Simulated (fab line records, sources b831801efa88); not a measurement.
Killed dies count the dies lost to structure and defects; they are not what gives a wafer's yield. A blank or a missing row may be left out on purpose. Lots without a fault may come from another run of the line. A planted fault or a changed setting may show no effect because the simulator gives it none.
Which tool is to blame? || flow gf180mcu || Sampling: 9 lots, 27 wafers, 6 of 602 route steps

== WHAT EACH GAUGE READ, for each wafer ==
GF_V3_THK_MEAS_25: measures by xrf. Usual: V3_W_THK 349 nm, standard deviation 5.3.
{"lot": "L210", "measured": "day 23 04:14", "on": "film metro-02", "V3_W_THK (nm)": "352 355 352", "flag": ""}
{"lot": "L212", "measured": "day 23 22:37", "on": "film metro-03", "V3_W_THK (nm)": "351 348 345", "flag": ""}
{"lot": "L216", "measured": "day 25 09:01", "on": "film metro-04", "V3_W_THK (nm)": "345 337 340", "flag": ""}
{"lot": "L221", "measured": "day 26 23:58", "on": "film metro-03", "V3_W_THK (nm)": "349 351 349", "flag": ""}
{"lot": "L226", "measured": "day 28 06:49", "on": "film metro-02", "V3_W_THK (nm)": "354 358 347", "flag": ""}
{"lot": "L225", "measured": "day 28 07:26", "on": "film metro-04", "V3_W_THK (nm)": "350 349 347", "flag": ""}
{"lot": "L229", "measured": "day 29 01:47", "on": "film metro-04", "V3_W_THK (nm)": "347 343 349", "flag": ""}
{"lot": "L230", "measured": "day 29 16:18", "on": "film metro-02", "V3_W_THK (nm)": "347 350 345", "flag": ""}
{"lot": "L231", "measured": "day 29 19:21", "on": "film metro-04", "V3_W_THK (nm)": "350 349 345", "flag": ""}

GF_MIM_RS_MEAS_10: measurement is done with a four-point probe. Usual: MIM_ALCU_RS 0.1609 ohm/sq, standard deviation 0.0026.
{"lot": "L210", "measured": "day 25 04:01", "on": "film metro-01", "MIM_ALCU_RS (ohm/sq)": "0.1582 0.1586 0.1570", "flag": ""}
{"lot": "L212", "measured": "day 25 21:13", "on": "film metro-03", "MIM_ALCU_RS (ohm/sq)": "0.1596 0.1643 0.1642", "flag": ""}
{"lot": "L216", "measured": "day 27 07:16", "on": "film metro-01", "MIM_ALCU_RS (ohm/sq)": "0.1634 0.1610 0.1608", "flag": ""}
{"lot": "L221", "measured": "day 28 19:38", "on": "film metro-01", "MIM_ALCU_RS (ohm/sq)": "0.1590 0.1618 0.1619", "flag": ""}
{"lot": "L226", "measured": "day 30 00:11", "on": "film metro-02", "MIM_ALCU_RS (ohm/sq)": "0.1983 0.1930 0.1969", "flag": "OFF"}
{"lot": "L225", "measured": "day 30 01:05", "on": "film metro-02", "MIM_ALCU_RS (ohm/sq)": "0.1991 0.1977 0.2018", "flag": "OFF"}
{"lot": "L229", "measured": "day 30 18:31", "on": "film metro-02", "MIM_ALCU_RS (ohm/sq)": "0.1633 0.1606 0.1642", "flag": ""}
{"lot": "L230", "measured": "day 31 08:26", "on": "film metro-02", "MIM_ALCU_RS (ohm/sq)": "0.1631 0.1637 0.1610", "flag": ""}
{"lot": "L231", "measured": "day 31 11:35", "on": "film metro-02", "MIM_ALCU_RS (ohm/sq)": "0.1613 0.1671 0.1626", "flag": ""}

GF_MIM_THK_MEAS_11: measures by xrf. Usual: MIM_ALCU_THK 202 nm, standard deviation 3.4.
{"lot": "L210", "measured": "day 25 04:08", "on": "film metro-01", "MIM_ALCU_THK (nm)": "203 203 206", "flag": ""}
{"lot": "L212", "measured": "day 25 21:20", "on": "film metro-03", "MIM_ALCU_THK (nm)": "205 200 199", "flag": ""}
{"lot": "L216", "measured": "day 27 07:23", "on": "film metro-01", "MIM_ALCU_THK (nm)": "198 202 203", "flag": ""}
{"lot": "L221", "measured": "day 28 19:45", "on": "film metro-01", "MIM_ALCU_THK (nm)": "205 202 202", "flag": ""}
{"lot": "L226", "measured": "day 30 00:17", "on": "film metro-02", "MIM_ALCU_THK (nm)": "165 169 166", "flag": "OFF"}
{"lot": "L225", "measured": "day 30 01:12", "on": "film metro-02", "MIM_ALCU_THK (nm)": "164 165 163", "flag": "OFF"}
{"lot": "L229", "measured": "day 30 18:37", "on": "film metro-02", "MIM_ALCU_THK (nm)": "200 200 197", "flag": ""}
{"lot": "L230", "measured": "day 31 08:34", "on": "film metro-02", "MIM_ALCU_THK (nm)": "200 199 204", "flag": ""}
{"lot": "L231", "measured": "day 31 11:43", "on": "film metro-02", "MIM_ALCU_THK (nm)": "201 195 201", "flag": ""}

== WHICH TOOL RAN EACH LOT (tool, then ch and the chambers of the sampled wafers, then the start) ==
{"lot": "L210", "GF_M4_SPUTTER_00": "pvd sputter-04, day 23 04:44", "GF_V4_ETCH_16": "rie diel-01 ch 0,3, day 25 02:14", "GF_MIM_SPUTTER_08": "pvd sputter-02, day 25 03:56"}
{"lot": "L212", "GF_M4_SPUTTER_00": "pvd sputter-01, day 23 22:59", "GF_V4_ETCH_16": "rie diel-01 ch 1,2, day 25 19:26", "GF_MIM_SPUTTER_08": "pvd sputter-03, day 25 21:09"}
{"lot": "L216", "GF_M4_SPUTTER_00": "pvd sputter-04, day 25 09:23", "GF_V4_ETCH_16": "rie diel-01 ch 1,2,3, day 27 05:29", "GF_MIM_SPUTTER_08": "pvd sputter-03, day 27 07:12"}
{"lot": "L221", "GF_M4_SPUTTER_00": "pvd sputter-02, day 27 00:20", "GF_V4_ETCH_16": "rie diel-01 ch 1,3, day 28 17:50", "GF_MIM_SPUTTER_08": "pvd sputter-02, day 28 19:35"}
{"lot": "L226", "GF_M4_SPUTTER_00": "pvd sputter-01, day 28 07:09", "GF_V4_ETCH_16": "rie diel-03 ch 0,1,2, day 29 22:19", "GF_MIM_SPUTTER_08": "pvd sputter-02, day 30 00:05"}
{"lot": "L225", "GF_M4_SPUTTER_00": "pvd sputter-02, day 28 07:48", "GF_V4_ETCH_16": "rie diel-04 ch 1,2, day 29 23:16", "GF_MIM_SPUTTER_08": "pvd sputter-02, day 30 01:02"}
{"lot": "L229", "GF_M4_SPUTTER_00": "pvd sputter-02, day 29 02:15", "GF_V4_ETCH_16": "rie diel-01 ch 1,2,3, day 30 16:36", "GF_MIM_SPUTTER_08": "pvd sputter-01, day 30 18:24"}
{"lot": "L230", "GF_M4_SPUTTER_00": "pvd sputter-02, day 29 16:52", "GF_V4_ETCH_16": "rie diel-01 ch 2,3, day 31 06:40", "GF_MIM_SPUTTER_08": "pvd sputter-01, day 31 08:23"}
{"lot": "L231", "GF_M4_SPUTTER_00": "pvd sputter-01, day 29 19:43", "GF_V4_ETCH_16": "rie diel-03 ch 1,2,3, day 31 09:49", "GF_MIM_SPUTTER_08": "pvd sputter-01, day 31 11:32"}
- GF_M4_SPUTTER_00: material Ti, target thk 37.5 nm, time 150 s.
- GF_V4_ETCH_16: etches BARC in N2/H2.
- GF_MIM_SPUTTER_08: material AlCu, target thk 200 nm, time 10.6 s.

== AS READ BY THE TOOLS THEMSELVES (means over the sampled wafers that have a number; for cases with no such wafer, the mark the record gives instead) ==
GF_M4_SPUTTER_00. Usual: cathode dc power W 3999.9 W, standard deviation 0.68; chamber pressure pa 2.000 Pa, standard deviation 0.0039; throttle valve pct 29.9 %, standard deviation 0.66.
{"lot": "L210", "tool": "pvd sputter-04", "cathode dc power W (W)": 3999.7, "chamber pressure pa (Pa)": 1.999, "throttle valve pct (%)": 30.5, "flag": ""}
{"lot": "L212", "tool": "pvd sputter-01", "cathode dc power W (W)": 4000.1, "chamber pressure pa (Pa)": 1.998, "throttle valve pct (%)": 29.9, "flag": ""}
{"lot": "L216", "tool": "pvd sputter-04", "cathode dc power W (W)": 4000.4, "chamber pressure pa (Pa)": 1.999, "throttle valve pct (%)": 30.4, "flag": ""}
{"lot": "L221", "tool": "pvd sputter-02", "cathode dc power W (W)": 3999.4, "chamber pressure pa (Pa)": 2.002, "throttle valve pct (%)": 29.7, "flag": ""}
{"lot": "L226", "tool": "pvd sputter-01", "cathode dc power W (W)": 4000.4, "chamber pressure pa (Pa)": 1.999, "throttle valve pct (%)": 29.9, "flag": ""}
{"lot": "L225", "tool": "pvd sputter-02", "cathode dc power W (W)": 3999.9, "chamber pressure pa (Pa)": 2.001, "throttle valve pct (%)": 29.7, "flag": ""}
{"lot": "L229", "tool": "pvd sputter-02", "cathode dc power W (W)": 3999.6, "chamber pressure pa (Pa)": 1.999, "throttle valve pct (%)": 30.1, "flag": ""}
{"lot": "L230", "tool": "pvd sputter-02", "cathode dc power W (W)": 4000.3, "chamber pressure pa (Pa)": 2.000, "throttle valve pct (%)": 30.6, "flag": ""}
{"lot": "L231", "tool": "pvd sputter-01", "cathode dc power W (W)": 3999.9, "chamber pressure pa (Pa)": 1.995, "throttle valve pct (%)": 29.7, "flag": ""}

GF_V4_ETCH_16. Usual: chamber pressure mTorr 30.00 mTorr, standard deviation 0.03; drypump motor current A 5.8 A, standard deviation 0.55; oes product au 0.854 a.u., standard deviation 0.0047; rf fwd power W 495.4 W, standard deviation 2; throttle valve pct 13.225 %, standard deviation 0.0091.
{"lot": "L210", "tool": "rie diel-01", "chamber pressure mTorr (mTorr)": 29.99, "drypump motor current A (A)": 6.0, "oes product au (a.u.)": 0.856, "rf fwd power W (W)": 493.9, "throttle valve pct (%)": 13.221, "flag": ""}
{"lot": "L212", "tool": "rie diel-01", "chamber pressure mTorr (mTorr)": 30.01, "drypump motor current A (A)": 6.1, "oes product au (a.u.)": 0.854, "rf fwd power W (W)": 496.1, "throttle valve pct (%)": 13.224, "flag": ""}
{"lot": "L216", "tool": "rie diel-01", "chamber pressure mTorr (mTorr)": 30.01, "drypump motor current A (A)": 6.2, "oes product au (a.u.)": 0.853, "rf fwd power W (W)": 495.0, "throttle valve pct (%)": 13.221, "flag": ""}
{"lot": "L221", "tool": "rie diel-01", "chamber pressure mTorr (mTorr)": 29.98, "drypump motor current A (A)": 6.1, "oes product au (a.u.)": 0.852, "rf fwd power W (W)": 493.5, "throttle valve pct (%)": 13.223, "flag": ""}
{"lot": "L226", "tool": "rie diel-03", "chamber pressure mTorr (mTorr)": 30.01, "drypump motor current A (A)": 6.1, "oes product au (a.u.)": 0.852, "rf fwd power W (W)": 495.9, "throttle valve pct (%)": 13.218, "flag": ""}
{"lot": "L225", "tool": "rie diel-04", "chamber pressure mTorr (mTorr)": 30.03, "drypump motor current A (A)": 5.5, "oes product au (a.u.)": 0.856, "rf fwd power W (W)": 496.5, "throttle valve pct (%)": 13.223, "flag": ""}
{"lot": "L229", "tool": "rie diel-01", "chamber pressure mTorr (mTorr)": 30.01, "drypump motor current A (A)": 6.2, "oes product au (a.u.)": 0.852, "rf fwd power W (W)": 494.1, "throttle valve pct (%)": 13.227, "flag": ""}
{"lot": "L230", "tool": "rie diel-01", "chamber pressure mTorr (mTorr)": 29.99, "drypump motor current A (A)": 6.4, "oes product au (a.u.)": 0.856, "rf fwd power W (W)": 496.3, "throttle valve pct (%)": 13.226, "flag": ""}
{"lot": "L231", "tool": "rie diel-03", "chamber pressure mTorr (mTorr)": 30.01, "drypump motor current A (A)": 5.8, "oes product au (a.u.)": 0.855, "rf fwd power W (W)": 496.1, "throttle valve pct (%)": 13.222, "flag": ""}

GF_MIM_SPUTTER_08. Usual: cathode dc power W 10600 W, standard deviation 1.9; chamber pressure pa 0.4001 Pa, standard deviation 0.00081; throttle valve pct 29.7 %, standard deviation 0.68.
{"lot": "L210", "tool": "pvd sputter-02", "cathode dc power W (W)": 10600, "chamber pressure pa (Pa)": 0.4005, "throttle valve pct (%)": 30.5, "flag": ""}
{"lot": "L212", "tool": "pvd sputter-03", "cathode dc power W (W)": 10600, "chamber pressure pa (Pa)": 0.4007, "throttle valve pct (%)": 29.3, "flag": ""}
{"lot": "L216", "tool": "pvd sputter-03", "cathode dc power W (W)": 10601, "chamber pressure pa (Pa)": 0.3999, "throttle valve pct (%)": 29.1, "flag": ""}
{"lot": "L221", "tool": "pvd sputter-02", "cathode dc power W (W)": 10600, "chamber pressure pa (Pa)": 0.4004, "throttle valve pct (%)": 30.0, "flag": ""}
{"lot": "L226", "tool": "pvd sputter-02", "cathode dc power W (W)": 10600, "chamber pressure pa (Pa)": 0.4010, "throttle valve pct (%)": 30.1, "flag": ""}
{"lot": "L225", "tool": "pvd sputter-02", "cathode dc power W (W)": 10602, "chamber pressure pa (Pa)": 0.3989, "throttle valve pct (%)": 29.6, "flag": ""}
{"lot": "L229", "tool": "pvd sputter-01", "cathode dc power W (W)": 10599, "chamber pressure pa (Pa)": 0.4008, "throttle valve pct (%)": 30.3, "flag": ""}
{"lot": "L230", "tool": "pvd sputter-01", "cathode dc power W (W)": 10600, "chamber pressure pa (Pa)": 0.4002, "throttle valve pct (%)": 30.2, "flag": ""}
{"lot": "L231", "tool": "pvd sputter-01", "cathode dc power W (W)": 10601, "chamber pressure pa (Pa)": 0.4001, "throttle valve pct (%)": 30.0, "flag": ""}

== THE ANSWER, worked out from the rows above alone ==
Rule: a lot is off if the mean of its wafers that have a number lies more than 3 standard deviations from the usual mean. A lot without any number at a reading at which 4 lots or more have one is off too. Where the step has rows for the other lots, those lots are counted as sound. The gauges are gone through in route order, then the tools' own readings, and for those a lot's mean is taken as printed above. At the first step where some lot is off, the reading lying furthest off is the one used; lots without a number count as furthest.
Off: L226, L225, at GF_MIM_RS_MEAS_10 (MIM_ALCU_RS).
A tool fits if, at a process step before that reading, it ran every lot that is off, and no sound lot after the first of them. The gauges at GF_MIM_RS_MEAS_10 are tried like those tools. One fits: GF_MIM_SPUTTER_08 on pvd sputter-02. A fault onset in the window from L221 (day 28 19:35, its last sound lot) to L226 (day 30 00:05, its first lot off) fits.

== WHAT THE SIMULATOR PUT IN ==
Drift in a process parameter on pvd sputter-02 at GF_MIM_SPUTTER_08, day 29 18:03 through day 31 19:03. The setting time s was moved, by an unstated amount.
Struck lots among those shown: L226, L225. The rule above reached the same finding.
